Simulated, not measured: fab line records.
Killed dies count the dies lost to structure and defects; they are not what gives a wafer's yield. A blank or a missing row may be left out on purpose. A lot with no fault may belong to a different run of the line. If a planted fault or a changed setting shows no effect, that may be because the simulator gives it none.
2 desks, one fault ; flow sky130 ; numbers are kept per desk, each desk with only its own; the story behind them comes last

AT THE METROLOGY DESK
Lot by lot, what the gauges showed, no matter which tool ran the lot: averages of those sampled wafers that carry a number. If a lot's mean is further than 4 standard deviations from the usual mean, the lot is out of limits and carries the mark OUT (the distance appears in the brackets).
Columns: A = INCOMING_BOW at SKY_FIELD_ISO_BOW_MEAS_00, usual -1 um; B = GATE_OXIDE_OVL at SKY_GATE_OXIDE_OVL_MEAS_10, usual -0.6 nm
lot;first seen here;A;B
L800;day 1 10:00;-3;-0.7
L802;day 1 20:00;-4;-2.1
L803;day 2 01:00;-1;-1.3
L806;day 2 16:01;-7;-0.6
L810;day 3 12:04;-1;-1.5
L814;day 4 08:00;-4;0.3
L815;day 4 13:02;1;1.1
L816;day 4 18:00;4;1.6
L817;day 4 23:02;-1;-1.5
L818;day 5 04:01;-4;-3.4
L819;day 5 09:01;-3;-0.6
L820;day 5 14:00;-0;0.1
L821;day 5 19:01;-2;0.1
This desk's finding: nothing out of limits on any of the 13 lots.

AT THE TOOL OWNER'S DESK: litho-track-02
Per lot that ran on this tool, the mean of the sampled wafers carrying a number, from the tool's own readings at SKY_VT_ADJUST_HVTP_SOFTBAKE_03 (time 60 s). If a lot's mean is further than 4 standard deviations from the usual mean, the lot is out of limits and carries the mark OUT (the distance appears in the brackets).
Columns: A = heater-power-total-W at SKY_VT_ADJUST_HVTP_SOFTBAKE_03, usual 56.59 W; B = run-length-s at SKY_VT_ADJUST_HVTP_SOFTBAKE_03, usual 89.3 s
lot;first seen here;A;B
L802;day 6 05:23;56.57;88.9
L806;day 7 07:48;56.64;88.7
L810;day 8 05:00;57.83 (+26) OUT;85.6 (-11) OUT
L814;day 9 15:23;57.85 (+26) OUT;85.5 (-12) OUT
This desk's verdict: out of limits on L810, L814, starting with L810 at day 8 05:00 (heater-power-total-W at SKY_VT_ADJUST_HVTP_SOFTBAKE_03). L802, L806 stayed within limits.

TAKEN TOGETHER
An alarm could have come from the tool owner's desk at day 8 05:00, on L810, L814.
The metrology desk saw nothing out of limits.
The metrology desk has L810, L814 on record, within its limits.
SKY_VT_ADJUST_HVTP_SOFTBAKE_03 was run on litho-track-02 by each of the lots named.

WHAT THE SIMULATOR PUT IN
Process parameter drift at SKY_VT_ADJUST_HVTP_SOFTBAKE_03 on litho-track-02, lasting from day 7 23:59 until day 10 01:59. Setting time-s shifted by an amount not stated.
Struck lots among those shown: L810, L814.
Each desk's first reading out of limits, in hours after the fault started: the tool owner's desk, 5.
